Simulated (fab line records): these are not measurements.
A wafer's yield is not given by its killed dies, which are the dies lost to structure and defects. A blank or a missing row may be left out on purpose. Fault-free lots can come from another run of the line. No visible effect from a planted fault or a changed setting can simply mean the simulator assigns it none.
Which tool did it? | flow gf180mcu | 72 wafers from 24 lots sampled at 4 of the route's 602 steps

## WHAT EACH GAUGE READ, for each wafer
GF_V1_RS_MEAS_24: measures by four-point-probe. Usual: V1_W_RS gives 0.327 ohm/sq (standard deviation 0.004).
lot  | measured     | on            | V1_W_RS (ohm/sq)  | flag
L074 | day 17 20:57 | film metro-03 | 0.326 0.325 0.327 |
L075 | day 18 09:40 | film metro-01 | 0.324 0.329 0.327 |
L076 | day 18 11:30 | film metro-03 | 0.330 0.331 0.329 |
L077 | day 19 06:47 | film metro-04 | 0.321 0.328 0.331 |
L078 | day 19 13:49 | film metro-01 | 0.329 0.329 0.323 |
L081 | day 20 17:44 | film metro-04 | 0.329 0.325 0.336 |
L079 | day 20 19:01 | film metro-04 | 0.326 0.327 0.326 |
L080 | day 20 20:26 | film metro-03 | 0.325 0.333 0.324 |
L082 | day 21 04:26 | film metro-03 | 0.328 0.324 0.326 |
L083 | day 21 20:24 | film metro-01 | 0.321 0.323 0.325 |
L084 | day 21 20:59 | film metro-04 | 0.325 0.325 0.325 |
L085 | day 22 09:37 | film metro-04 | 0.328 0.326 0.327 |
L086 | day 22 13:19 | film metro-04 | 0.332 0.334 0.333 |
L087 | day 23 09:23 | film metro-01 | 0.324 0.324 0.322 |
L088 | day 23 16:17 | film metro-03 | 0.319 0.329 0.327 |
L089 | day 24 04:59 | film metro-03 | 0.335 0.325 0.329 |
L091 | day 24 17:10 | film metro-01 | 0.324 0.332 0.325 |
L090 | day 24 17:59 | film metro-01 | 0.322 0.322 0.321 |
L092 | day 24 22:39 | film metro-03 | 0.331 0.329 0.328 |
L093 | day 25 12:28 | film metro-03 | 0.326 0.327 0.331 |
L094 | day 25 12:36 | film metro-04 | 0.331 0.325 0.328 |
L095 | day 25 22:04 | film metro-04 | 0.328 0.325 0.325 |
L096 | day 26 00:13 | film metro-04 | 0.321 0.327 0.330 |
L097 | day 26 11:56 | film metro-03 | 0.324 0.325 0.330 |

GF_V3_RS_MEAS_24: measures by four-point-probe. Usual: V3_W_RS gives 0.326 ohm/sq (standard deviation 0.0036).
lot  | measured     | on            | V3_W_RS (ohm/sq)  | flag
L074 | day 22 03:43 | film metro-01 | 0.324 0.322 0.319 |
L075 | day 22 16:12 | film metro-01 | 0.321 0.325 0.325 |
L076 | day 22 18:23 | film metro-03 | 0.333 0.331 0.333 |
L077 | day 23 11:58 | film metro-03 | 0.328 0.323 0.325 |
L078 | day 23 18:08 | film metro-03 | 0.326 0.324 0.325 |
L081 | day 24 19:43 | film metro-04 | 0.330 0.328 0.327 |
L079 | day 24 20:56 | film metro-04 | 0.334 0.330 0.331 |
L080 | day 24 21:20 | film metro-01 | 0.327 0.328 0.320 |
L082 | day 25 06:44 | film metro-04 | 0.329 0.328 0.327 |
L083 | day 25 19:26 | film metro-01 | 0.324 0.328 0.326 |
L084 | day 25 20:02 | film metro-04 | 0.327 0.327 0.329 |
L085 | day 26 10:34 | film metro-03 | 0.325 0.322 0.330 |
L086 | day 26 13:03 | film metro-04 | 0.325 0.329 0.327 |
L087 | day 27 09:47 | film metro-03 | 0.331 0.327 0.329 |
L088 | day 27 12:52 | film metro-01 | 0.328 0.324 0.326 |
L089 | day 27 22:55 | film metro-04 | 0.329 0.330 0.331 |
L091 | day 28 11:20 | film metro-03 | 0.328 0.323 0.326 |
L090 | day 28 12:28 | film metro-01 | 0.327 0.327 0.326 |
L092 | day 28 14:14 | film metro-04 | 0.331 0.329 0.327 |
L093 | day 29 04:26 | film metro-04 | 0.324 0.315 0.324 |
L094 | day 29 05:22 | film metro-04 | 0.320 0.326 0.322 |
L095 | day 29 12:37 | film metro-01 | 0.322 0.328 0.320 |
L096 | day 29 13:26 | film metro-03 | 0.325 0.327 0.328 |
L097 | day 30 01:52 | film metro-01 | 0.320 0.321 0.325 |

GF_M4_THK_MEAS_06: measures by xrf. Usual: M4_ALCU_THK gives 442 nm (standard deviation 5.7).
lot  | measured     | on            | M4_ALCU_THK (nm) | flag
L074 | day 22 04:31 | film metro-04 | 446 440 446      |
L075 | day 22 17:01 | film metro-02 | 446 444 442      |
L076 | day 22 19:12 | film metro-04 | 433 430 432      |
L077 | day 23 12:47 | film metro-02 | 443 440 443      |
L078 | day 23 18:57 | film metro-04 | 445 444 443      |
L081 | day 24 20:32 | film metro-04 | 451 452 449      |
L079 | day 24 21:57 | film metro-04 | 440 443 438      |
L080 | day 24 22:32 | film metro-02 | 459 456 454      |
L082 | day 25 07:34 | film metro-03 | 443 443 441      |
L083 | day 25 20:14 | film metro-03 | 434 440 439      |
L084 | day 25 20:51 | film metro-02 | 455 453 455      |
L085 | day 26 11:22 | film metro-04 | 441 435 437      |
L086 | day 26 13:52 | film metro-02 | 445 449 449      |
L087 | day 27 11:08 | film metro-02 | 441 442 437      |
L088 | day 27 14:26 | film metro-03 | 447 445 445      |
L089 | day 27 23:44 | film metro-03 | 439 442 443      |
L091 | day 28 12:10 | film metro-03 | 437 437 437      |
L090 | day 28 13:18 | film metro-02 | 440 441 445      |
L092 | day 28 15:02 | film metro-03 | 440 437 439      |
L093 | day 29 05:14 | film metro-02 | 442 440 437      |
L094 | day 29 06:23 | film metro-04 | 439 443 440      |
L095 | day 29 13:26 | film metro-04 | 445 442 443      |
L096 | day 29 14:15 | film metro-02 | 437 440 438      |
L097 | day 30 02:42 | film metro-03 | 439 438 437      |

## WHAT TOOL EACH LOT RAN ON (gives the tool, then ch and the chambers of the sampled wafers, and finally the start)
lot  | GF_V2_CVD_23
L074 | cvd w-02 ch 0,1, day 20 00:26
L075 | cvd w-01 ch 0, day 20 13:23
L076 | cvd w-02 ch 0,1, day 20 14:54
L077 | cvd w-01 ch 0,1, day 21 09:57
L078 | cvd w-02 ch 0,1, day 21 16:13
L081 | cvd w-01 ch 0,1, day 22 19:31
L079 | cvd w-02 ch 0,1, day 22 21:41
L080 | cvd w-01 ch 0,1, day 22 22:02
L082 | cvd w-02 ch 1, day 23 06:55
L083 | cvd w-02 ch 0,1, day 23 20:47
L084 | cvd w-01 ch 0,1, day 23 22:38
L085 | cvd w-02 ch 0,1, day 24 09:45
L086 | cvd w-01 ch 0,1, day 24 14:47
L087 | cvd w-01 ch 1, day 25 12:23
L088 | cvd w-01 ch 0,1, day 25 15:35
L089 | cvd w-02 ch 0,1, day 26 03:08
L091 | cvd w-02 ch 0,1, day 26 14:40
L090 | cvd w-02 ch 1, day 26 16:04
L092 | cvd w-02 ch 0,1, day 26 19:10
L093 | cvd w-02 ch 0,1, day 27 09:44
L094 | cvd w-01 ch 0,1, day 27 09:57
L095 | cvd w-02 ch 0,1, day 27 18:29
L096 | cvd w-01 ch 0,1, day 27 20:13
L097 | cvd w-01 ch 0,1, day 28 08:31
- GF_V2_CVD_23: deposits W, target thk 350 nm, time 104.94 s.

## WHAT THE TOOLS THEMSELVES READ (means of the sampled wafers that have a number; where no wafer has one, the mark that the record gives instead)
GF_V2_CVD_23. Usual: heater power w reads 751 W (standard deviation 56).
lot  | tool     | heater power w (W) | flag
L074 | cvd w-02 | 708                |
L075 | cvd w-01 | 748                |
L076 | cvd w-02 | 703                |
L077 | cvd w-01 | 764                |
L078 | cvd w-02 | 698                |
L081 | cvd w-01 | 823                |
L079 | cvd w-02 | 713                |
L080 | cvd w-01 | 797                |
L082 | cvd w-02 | 718                |
L083 | cvd w-02 | 717                |
L084 | cvd w-01 | 782                |
L085 | cvd w-02 | 715                |
L086 | cvd w-01 | 789                |
L087 | cvd w-01 | 845                |
L088 | cvd w-01 | 777                |
L089 | cvd w-02 | 713                |
L091 | cvd w-02 | 702                |
L090 | cvd w-02 | 730                |
L092 | cvd w-02 | 714                |
L093 | cvd w-02 | 728                |
L094 | cvd w-01 | 818                |
L095 | cvd w-02 | 717                |
L096 | cvd w-01 | 828                |
L097 | cvd w-01 | 775                |

## THE ANSWER, worked out from the rows above alone
Rule: a lot counts as off when the mean over its wafers that have a number is more than 3 standard deviations away from the usual mean. A lot without any number at a reading at which 4 lots or more have one is off too. All remaining lots with rows at the step are treated as sound. Order of review: gauges by route order, followed by the tools' own readings, for which a lot's mean as printed above is used. At the first step where some lot is off, the reading lying furthest off is the one used; lots without a number count as furthest.
No lot is off at any reading shown: from this, nothing can be told.

## WHAT THE SIMULATOR PUT IN
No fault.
